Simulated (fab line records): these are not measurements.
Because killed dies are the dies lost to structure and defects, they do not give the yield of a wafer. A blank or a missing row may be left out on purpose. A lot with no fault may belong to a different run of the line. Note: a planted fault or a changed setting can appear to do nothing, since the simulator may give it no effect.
One fault seen from 2 desks | flow gf180mcu | what lay behind the numbers comes last; until then each desk has only its own

## METROLOGY DESK
What the gauges read, lot by lot, whatever tool the lot ran on: means of the sampled wafers that have a number. A lot is out of limits, marked OUT, if its mean lies more than 4 standard deviations from the usual mean; the brackets give that distance.
Columns: A = cd-nm at GF_V4_CD_MEAS_14, usual 259.7 nm; B = V5_CVD_02_THK at GF_V5_THK_MEAS_03, usual 1455 nm
lot  | first seen here | A     | B
L734 | day 24 17:50    | 258.3 | 1444
L735 | day 24 22:02    | 260.9 | 1445
L736 | day 25 05:13    | 260.1 | 1451
L742 | day 27 03:23    | 259.6 | 1427
L745 | day 28 05:27    | 259.6 | 1479
L750 | day 29 15:43    | 259.4 | 1451
L751 | day 30 03:12    | 261.6 | 1452
L754 | day 30 20:15    | 259.8 | 1455
L755 | day 31 02:58    | 260.9 | 1466
L756 | day 31 05:13    | 258.3 | 1460
L757 | day 31 12:56    | 259.7 | 1447
This desk's finding: nothing out of limits on any of the 11 lots.

## AT THE TOOL OWNER'S DESK: rie-metal-03
The tool's own readings at GF_TOP_METAL_METAL_ETCH_16 (etches the open film in Cl2/BCl3, stops on SiO2, target depth 1077.5 nm, time 179.6 s): means of the sampled wafers that have a number, for each lot that ran on this tool. A lot is out of limits, marked OUT, if its mean lies more than 4 standard deviations from the usual mean; the brackets give that distance.
Columns: A = drypump-motor-current-A at GF_TOP_METAL_METAL_ETCH_16, usual 5.9 A; B = oes-product-au at GF_TOP_METAL_METAL_ETCH_16, usual 0.965 a.u.; C = rf-fwd-power-W at GF_TOP_METAL_METAL_ETCH_16, usual 797.1 W; D = throttle-valve-pct at GF_TOP_METAL_METAL_ETCH_16, usual 28.258 %
lot  | first seen here | A   | B     | C               | D
L736 | day 28 19:56    | 5.7 | 0.960 | 797.5           | 28.256
L742 | day 30 14:37    | 5.8 | 0.963 | 925.6 (+48) OUT | 28.255
L745 | day 31 14:17    | 5.8 | 0.970 | 925.2 (+47) OUT | 28.247
L754 | day 33 20:23    | 5.8 | 0.965 | 796.4           | 28.257
L756 | day 34 04:40    | 5.8 | 0.972 | 799.1           | 28.254
Finding of this desk: L742, L745 out of limits; the first was L742 at day 30 14:37, on rf-fwd-power-W at GF_TOP_METAL_METAL_ETCH_16. In limits: L736, L754, L756.

## TAKEN TOGETHER
On L742, L745, at day 30 14:37, an alarm was possible from the tool owner's desk.
Metrology desk: nothing out of limits seen.
The metrology desk holds a record of L742, L745, inside its limits.
Every lot named ran GF_TOP_METAL_METAL_ETCH_16 on rie-metal-03.

## WHAT THE SIMULATOR HAD INSERTED
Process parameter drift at GF_TOP_METAL_METAL_ETCH_16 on rie-metal-03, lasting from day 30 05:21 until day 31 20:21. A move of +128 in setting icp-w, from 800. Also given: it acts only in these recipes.
Lots struck among those shown: L742, L745.
Each desk's first reading out of limits, in hours after the fault started: the tool owner's desk, 9.
